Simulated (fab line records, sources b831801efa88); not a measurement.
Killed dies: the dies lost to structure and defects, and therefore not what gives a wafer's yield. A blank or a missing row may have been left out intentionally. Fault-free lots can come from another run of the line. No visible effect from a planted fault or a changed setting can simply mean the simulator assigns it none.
Problem report in the 8D (eight disciplines) form, filled by code / flow sfqLine / the parts of the form that need people (team, actions taken, sign-off) are left out

== 1. WHAT IS WRONG ==
At SFQ_TRILAYER_M6_BARC_OPEN_METAL_ETCH_206, oesProductAu averages 0.750 a.u. over 2 wafers from 2 lots, while fault-free wafers read 0.685 a.u., standard deviation 0.0046. Measured from the usual mean, that is +14 standard deviations.
The step: etches BARC in O2, target depth 125 nm, time 41.7 s.
The first sign was on wafer L246.6 at day 58 18:46, on rieMetal-04. The record holds 17 wafers of 6 lots with a number at this step. Rule for "out", or "out of limits": more than 4 standard deviations from the usual mean. The rest of the wafers with a number are treated as sound.

== 2. WHAT IT IS AND WHAT IT IS NOT ==
question=which readings at this step | is=oesProductAu, runLengthS | is not=drypumpMotorCurrentA
question=which lots | is=L246, L248 | is not=L256, L258, L260, L261
question=which wafers of those lots | is=L246.6, L248.6 | is not=L246.3, L246.5, L248.3
question=read on which tools | is=rieMetal-04 | is not=rieMetal-01, rieMetal-02
question=when | is=from day 58 18:46 | is not=up to then (2 sound wafers); but 13 sound wafers of L248, L256, L258, L260, L261 came after

== 3. SUSPECTS, AND WHAT RULES EACH OUT ==
Counting: a tool at a process step up to the reading stays a suspect if it ran every lot that is out. Sound lots after the first of them don't rule it out here, since some wafers of a struck lot are sound.
- rieMetal-04 at SFQ_TRILAYER_M6_BARC_OPEN_METAL_ETCH_206 (etches BARC in O2, target depth 125 nm, time 41.7 s): kept. It ran every lot that is out, first L246 (day 58 18:46). Its own readings are out on those wafers: oesProductAu, runLengthS.
The count leaves rieMetal-04 at SFQ_TRILAYER_M6_BARC_OPEN_METAL_ETCH_206.

== 4. THE CAUSE (what the simulator had put in) ==
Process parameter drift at SFQ_TRILAYER_M6_BARC_OPEN_METAL_ETCH_206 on rieMetal-04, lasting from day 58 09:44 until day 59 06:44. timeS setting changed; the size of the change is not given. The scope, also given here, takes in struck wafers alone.
After counting, this tool was the only one left.

== 5. THE EFFECT CHAIN, in route order ==
Rows list readings where the struck wafers' mean (over those with a number) sits beyond 3 standard deviations from the usual. Only readings whose record carries a usual standard deviation are examined. hours: median over the lots of the time between each lot's start at the first step of this table that gives one and its start at this step. sigmas: the change, counted in usual standard deviations.
hours=0; step=SFQ_TRILAYER_M6_BARC_OPEN_METAL_ETCH_206; reading=oesProductAu; usual=0.685 a.u.; on struck wafers=0.750; change=+0.065; sigmas=+14
hours=0; step=SFQ_TRILAYER_M6_BARC_OPEN_METAL_ETCH_206; reading=runLengthS; usual=70.3 s; on struck wafers=65.6; change=-4.7; sigmas=-6.5
Here are the process steps it includes:
- SFQ_TRILAYER_M6_BARC_OPEN_METAL_ETCH_206: etches BARC in O2, target depth 125 nm, time 41.7 s.

== 6. WHAT WOULD HAVE CAUGHT IT SOONER ==
The fault began at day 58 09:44; the first out-of-limits reading in this record came at day 58 18:46, 9 hours later.
